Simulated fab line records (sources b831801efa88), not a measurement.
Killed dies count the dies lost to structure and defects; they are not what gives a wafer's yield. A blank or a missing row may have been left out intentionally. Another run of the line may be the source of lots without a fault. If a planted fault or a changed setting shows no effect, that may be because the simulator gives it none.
Which tool was responsible? || flow sky130 || 12 lots with 33 wafers sampled at 5 steps, on a route of 708 steps

WHAT EACH GAUGE READ, for each wafer
SKY_VIA1_THK_MEAS_01.
{"lot": "L182", "measured": "day 34 12:14", "on": "film_metro-01", "VIA1_HDPCVD_THK (nm)": "1037 1045 1031"}
{"lot": "L183", "measured": "day 34 19:04", "on": "film_metro-01", "VIA1_HDPCVD_THK (nm)": "1038 1030 1025"}
{"lot": "L181", "measured": "day 34 19:44", "on": "film_metro-04", "VIA1_HDPCVD_THK (nm)": "1010 1031 1021"}
{"lot": "L184", "measured": "day 34 22:08", "on": "film_metro-02", "VIA1_HDPCVD_THK (nm)": "1028 1036 1034"}
{"lot": "L187", "measured": "day 35 06:04", "on": "film_metro-02", "VIA1_HDPCVD_THK (nm)": "1046 1038 1059"}
{"lot": "L190", "measured": "day 36 05:55", "on": "film_metro-02", "VIA1_HDPCVD_THK (nm)": "1028 887"}
{"lot": "L192", "measured": "day 36 16:01", "on": "film_metro-04", "VIA1_HDPCVD_THK (nm)": 886}
{"lot": "L194", "measured": "day 37 07:16", "on": "film_metro-01", "VIA1_HDPCVD_THK (nm)": "1035 1040 1033"}
{"lot": "L195", "measured": "day 37 12:08", "on": "film_metro-04", "VIA1_HDPCVD_THK (nm)": "1034 1033 1035"}
{"lot": "L196", "measured": "day 37 21:37", "on": "film_metro-01", "VIA1_HDPCVD_THK (nm)": "1043 1034 1044"}
{"lot": "L198", "measured": "day 38 12:00", "on": "film_metro-02", "VIA1_HDPCVD_THK (nm)": "1040 1043 1039"}
{"lot": "L202", "measured": "day 39 19:07", "on": "film_metro-01", "VIA1_HDPCVD_THK (nm)": "1026 1043 1039"}

EACH LOT AND THE TOOL THAT RAN IT (in order: tool; ch and the chambers of the sampled wafers; start)
{"lot": "L182", "SKY_CONTACT_CMP_04": "cmp-01 ch 1,2, day 32 04:01", "SKY_METAL1_SPUTTER_01": "pvd_sputter-04, day 33 08:07", "SKY_METAL1_SPUTTER_03": "pvd_sputter-04, day 33 08:10", "SKY_VIA1_HDPCVD_00": "hdpcvd-02 ch 0,2, day 34 12:06"}
{"lot": "L183", "SKY_CONTACT_CMP_04": "cmp-01 ch 0,2, day 32 10:07", "SKY_METAL1_SPUTTER_01": "pvd_sputter-01, day 33 15:20", "SKY_METAL1_SPUTTER_03": "pvd_sputter-01, day 33 15:23", "SKY_VIA1_HDPCVD_00": "hdpcvd-02 ch 1,2, day 34 18:58"}
{"lot": "L181", "SKY_CONTACT_CMP_04": "cmp-01 ch 1,2, day 32 10:28", "SKY_METAL1_SPUTTER_01": "pvd_sputter-04, day 33 15:31", "SKY_METAL1_SPUTTER_03": "pvd_sputter-04, day 33 15:34", "SKY_VIA1_HDPCVD_00": "hdpcvd-01 ch 0,1, day 34 19:38"}
{"lot": "L184", "SKY_CONTACT_CMP_04": "cmp-02 ch 0,1,2, day 32 13:47", "SKY_METAL1_SPUTTER_01": "pvd_sputter-04, day 33 17:58", "SKY_METAL1_SPUTTER_03": "pvd_sputter-04, day 33 18:01", "SKY_VIA1_HDPCVD_00": "hdpcvd-01 ch 0,1,2, day 34 22:01"}
{"lot": "L187", "SKY_CONTACT_CMP_04": "cmp-02 ch 1,2, day 32 21:50", "SKY_METAL1_SPUTTER_01": "pvd_sputter-01, day 34 02:11", "SKY_METAL1_SPUTTER_03": "pvd_sputter-01, day 34 02:14", "SKY_VIA1_HDPCVD_00": "hdpcvd-02 ch 0,1, day 35 05:56"}
{"lot": "L190", "SKY_CONTACT_CMP_04": "cmp-02 ch 1, day 33 23:02", "SKY_METAL1_SPUTTER_01": "pvd_sputter-01, day 35 03:31", "SKY_METAL1_SPUTTER_03": "pvd_sputter-01, day 35 03:34", "SKY_VIA1_HDPCVD_00": "hdpcvd-02 ch 0,2, day 36 05:48"}
{"lot": "L192", "SKY_CONTACT_CMP_04": "cmp-02 ch 3, day 34 07:53", "SKY_METAL1_SPUTTER_01": "pvd_sputter-01, day 35 12:15", "SKY_METAL1_SPUTTER_03": "pvd_sputter-01, day 35 12:18", "SKY_VIA1_HDPCVD_00": "hdpcvd-02 ch 0, day 36 15:53"}
{"lot": "L194", "SKY_CONTACT_CMP_04": "cmp-02 ch 0,1,2, day 34 23:49", "SKY_METAL1_SPUTTER_01": "pvd_sputter-02, day 36 04:34", "SKY_METAL1_SPUTTER_03": "pvd_sputter-02, day 36 04:37", "SKY_VIA1_HDPCVD_00": "hdpcvd-01 ch 0,2, day 37 07:08"}
{"lot": "L195", "SKY_CONTACT_CMP_04": "cmp-01 ch 0,3, day 35 05:43", "SKY_METAL1_SPUTTER_01": "pvd_sputter-02, day 36 09:35", "SKY_METAL1_SPUTTER_03": "pvd_sputter-02, day 36 09:38", "SKY_VIA1_HDPCVD_00": "hdpcvd-01 ch 0,1,2, day 37 12:01"}
{"lot": "L196", "SKY_CONTACT_CMP_04": "cmp-02 ch 0,1,3, day 35 14:21", "SKY_METAL1_SPUTTER_01": "pvd_sputter-04, day 36 18:03", "SKY_METAL1_SPUTTER_03": "pvd_sputter-04, day 36 18:06", "SKY_VIA1_HDPCVD_00": "hdpcvd-01 ch 0,1,2, day 37 21:31"}
{"lot": "L198", "SKY_CONTACT_CMP_04": "cmp-02 ch 0,2,3, day 36 05:02", "SKY_METAL1_SPUTTER_01": "pvd_sputter-04, day 37 09:31", "SKY_METAL1_SPUTTER_03": "pvd_sputter-04, day 37 09:34", "SKY_VIA1_HDPCVD_00": "hdpcvd-01 ch 0,1,2, day 38 11:51"}
{"lot": "L202", "SKY_CONTACT_CMP_04": "cmp-02 ch 0,1, day 37 13:44", "SKY_METAL1_SPUTTER_01": "pvd_sputter-02, day 38 16:57", "SKY_METAL1_SPUTTER_03": "pvd_sputter-02, day 38 17:00", "SKY_VIA1_HDPCVD_00": "hdpcvd-01 ch 0,1, day 39 18:58"}
- SKY_CONTACT_CMP_04: polishes SiO2.
- SKY_METAL1_SPUTTER_01: material TiN, target thk 20 nm, time 16.7 s.
- SKY_METAL1_SPUTTER_03: material Ti, target thk 5 nm, time 3.3 s.
- SKY_VIA1_HDPCVD_00: deposits SiO2, target thk 1030 nm, time 171.7 s.

AS READ BY THE TOOLS THEMSELVES (means over the sampled wafers that have a number; for cases with no such wafer, the mark the record gives instead)
SKY_CONTACT_CMP_04.
{"lot": "L182", "tool": "cmp-01", "motor_current_A (A)": 11.2, "time_to_endpoint_s (s)": 87}
{"lot": "L183", "tool": "cmp-01", "motor_current_A (A)": 12.7, "time_to_endpoint_s (s)": 81}
{"lot": "L181", "tool": "cmp-01", "motor_current_A (A)": 11.4, "time_to_endpoint_s (s)": 88}
{"lot": "L184", "tool": "cmp-02", "motor_current_A (A)": 12.4, "time_to_endpoint_s (s)": 77}
{"lot": "L187", "tool": "cmp-02", "motor_current_A (A)": 12.0, "time_to_endpoint_s (s)": 79}
{"lot": "L190", "tool": "cmp-02", "motor_current_A (A)": 12.6, "time_to_endpoint_s (s)": 74}
{"lot": "L192", "tool": "cmp-02", "motor_current_A (A)": 12.7, "time_to_endpoint_s (s)": 76}
{"lot": "L194", "tool": "cmp-02", "motor_current_A (A)": 12.2, "time_to_endpoint_s (s)": 80}
{"lot": "L195", "tool": "cmp-01", "motor_current_A (A)": 11.5, "time_to_endpoint_s (s)": 91}
{"lot": "L196", "tool": "cmp-02", "motor_current_A (A)": 12.4, "time_to_endpoint_s (s)": 78}
{"lot": "L198", "tool": "cmp-02", "motor_current_A (A)": 12.5, "time_to_endpoint_s (s)": 83}
{"lot": "L202", "tool": "cmp-02", "motor_current_A (A)": 12.6, "time_to_endpoint_s (s)": 86}

SKY_METAL1_SPUTTER_01.
{"lot": "L182", "tool": "pvd_sputter-04", "chamber_pressure_pa (Pa)": 0.3999, "throttle_valve_pct (%)": 30.5}
{"lot": "L183", "tool": "pvd_sputter-01", "chamber_pressure_pa (Pa)": 0.3993, "throttle_valve_pct (%)": 31.5}
{"lot": "L181", "tool": "pvd_sputter-04", "chamber_pressure_pa (Pa)": 0.4000, "throttle_valve_pct (%)": 29.5}
{"lot": "L184", "tool": "pvd_sputter-04", "chamber_pressure_pa (Pa)": 0.3998, "throttle_valve_pct (%)": 29.6}
{"lot": "L187", "tool": "pvd_sputter-01", "chamber_pressure_pa (Pa)": 0.4000, "throttle_valve_pct (%)": 31.0}
{"lot": "L190", "tool": "pvd_sputter-01", "chamber_pressure_pa (Pa)": 0.3994, "throttle_valve_pct (%)": 30.8}
{"lot": "L192", "tool": "pvd_sputter-01", "chamber_pressure_pa (Pa)": 0.4009, "throttle_valve_pct (%)": 31.8}
{"lot": "L194", "tool": "pvd_sputter-02", "chamber_pressure_pa (Pa)": 0.4007, "throttle_valve_pct (%)": 30.2}
{"lot": "L195", "tool": "pvd_sputter-02", "chamber_pressure_pa (Pa)": 0.3997, "throttle_valve_pct (%)": 30.6}
{"lot": "L196", "tool": "pvd_sputter-04", "chamber_pressure_pa (Pa)": 0.4004, "throttle_valve_pct (%)": 29.3}
{"lot": "L198", "tool": "pvd_sputter-04", "chamber_pressure_pa (Pa)": 0.3989, "throttle_valve_pct (%)": 29.7}
{"lot": "L202", "tool": "pvd_sputter-02", "chamber_pressure_pa (Pa)": 0.4000, "throttle_valve_pct (%)": 30.4}

SKY_METAL1_SPUTTER_03.
{"lot": "L182", "tool": "pvd_sputter-04", "chamber_pressure_pa (Pa)": 0.4002, "throttle_valve_pct (%)": 30.4}
{"lot": "L183", "tool": "pvd_sputter-01", "chamber_pressure_pa (Pa)": 0.4002, "throttle_valve_pct (%)": 31.5}
{"lot": "L181", "tool": "pvd_sputter-04", "chamber_pressure_pa (Pa)": 0.4003, "throttle_valve_pct (%)": 29.5}
{"lot": "L184", "tool": "pvd_sputter-04", "chamber_pressure_pa (Pa)": 0.4002, "throttle_valve_pct (%)": 29.6}
{"lot": "L187", "tool": "pvd_sputter-01", "chamber_pressure_pa (Pa)": 0.3991, "throttle_valve_pct (%)": 31.1}
{"lot": "L190", "tool": "pvd_sputter-01", "chamber_pressure_pa (Pa)": 0.3994, "throttle_valve_pct (%)": 30.6}
{"lot": "L192", "tool": "pvd_sputter-01", "chamber_pressure_pa (Pa)": 0.3992, "throttle_valve_pct (%)": 31.8}
{"lot": "L194", "tool": "pvd_sputter-02", "chamber_pressure_pa (Pa)": 0.3996, "throttle_valve_pct (%)": 30.1}
{"lot": "L195", "tool": "pvd_sputter-02", "chamber_pressure_pa (Pa)": 0.4001, "throttle_valve_pct (%)": 30.6}
{"lot": "L196", "tool": "pvd_sputter-04", "chamber_pressure_pa (Pa)": 0.4002, "throttle_valve_pct (%)": 29.4}
{"lot": "L198", "tool": "pvd_sputter-04", "chamber_pressure_pa (Pa)": 0.4006, "throttle_valve_pct (%)": 29.6}
{"lot": "L202", "tool": "pvd_sputter-02", "chamber_pressure_pa (Pa)": 0.3995, "throttle_valve_pct (%)": 30.2}

SKY_VIA1_HDPCVD_00.
{"lot": "L182", "tool": "hdpcvd-02", "sih4_flow_sccm (sccm)": 59.92}
{"lot": "L183", "tool": "hdpcvd-02", "sih4_flow_sccm (sccm)": 60.12}
{"lot": "L181", "tool": "hdpcvd-01", "sih4_flow_sccm (sccm)": 59.89}
{"lot": "L184", "tool": "hdpcvd-01", "sih4_flow_sccm (sccm)": 59.93}
{"lot": "L187", "tool": "hdpcvd-02", "sih4_flow_sccm (sccm)": 60.02}
{"lot": "L190", "tool": "hdpcvd-02", "sih4_flow_sccm (sccm)": 55.36}
{"lot": "L192", "tool": "hdpcvd-02", "sih4_flow_sccm (sccm)": 50.85}
{"lot": "L194", "tool": "hdpcvd-01", "sih4_flow_sccm (sccm)": 59.90}
{"lot": "L195", "tool": "hdpcvd-01", "sih4_flow_sccm (sccm)": 59.91}
{"lot": "L196", "tool": "hdpcvd-01", "sih4_flow_sccm (sccm)": 60.22}
{"lot": "L198", "tool": "hdpcvd-01", "sih4_flow_sccm (sccm)": 60.13}
{"lot": "L202", "tool": "hdpcvd-01", "sih4_flow_sccm (sccm)": 60.11}

THE ANSWER, worked out from the rows above alone
Rule: the lots themselves supply what counts as usual. The widest of any qualifying gaps counts: lots, ordered by their means at a reading, are off when they make up no more than a third of the lots, leave a main group of 4 or more, and stand apart from it by 3 or more times the standard deviation of that group's means. Not used: any main group whose means are identical at the precision the tables above print for the reading. A lot without any number at a reading at which 4 lots or more have one is off too. All remaining lots with rows at the step are treated as sound. Order of review: gauges by route order, followed by the tools' own readings, for which a lot's mean as printed above is used. At the first step where some lot is off, the reading lying furthest off is the one used; lots without a number count as furthest.
Off: L190, L192, seen at SKY_VIA1_THK_MEAS_01 (VIA1_HDPCVD_THK). Main group: mean 1036 nm, sd 6.7.
If a tool, at a process step before that reading, ran all the lots that are off and no sound lot after the first of them, it fits. Not tried: the gauges at SKY_VIA1_THK_MEAS_01; whatever is off there is also off at SKY_VIA1_HDPCVD_00, on other tools, and gauge error can't account for it. This does not decide it: 2 tools fit, namely pvd_sputter-01 at SKY_METAL1_SPUTTER_01 and SKY_METAL1_SPUTTER_03 and hdpcvd-02 at SKY_VIA1_HDPCVD_00.

WHAT HAD BEEN PUT IN BY THE SIMULATOR
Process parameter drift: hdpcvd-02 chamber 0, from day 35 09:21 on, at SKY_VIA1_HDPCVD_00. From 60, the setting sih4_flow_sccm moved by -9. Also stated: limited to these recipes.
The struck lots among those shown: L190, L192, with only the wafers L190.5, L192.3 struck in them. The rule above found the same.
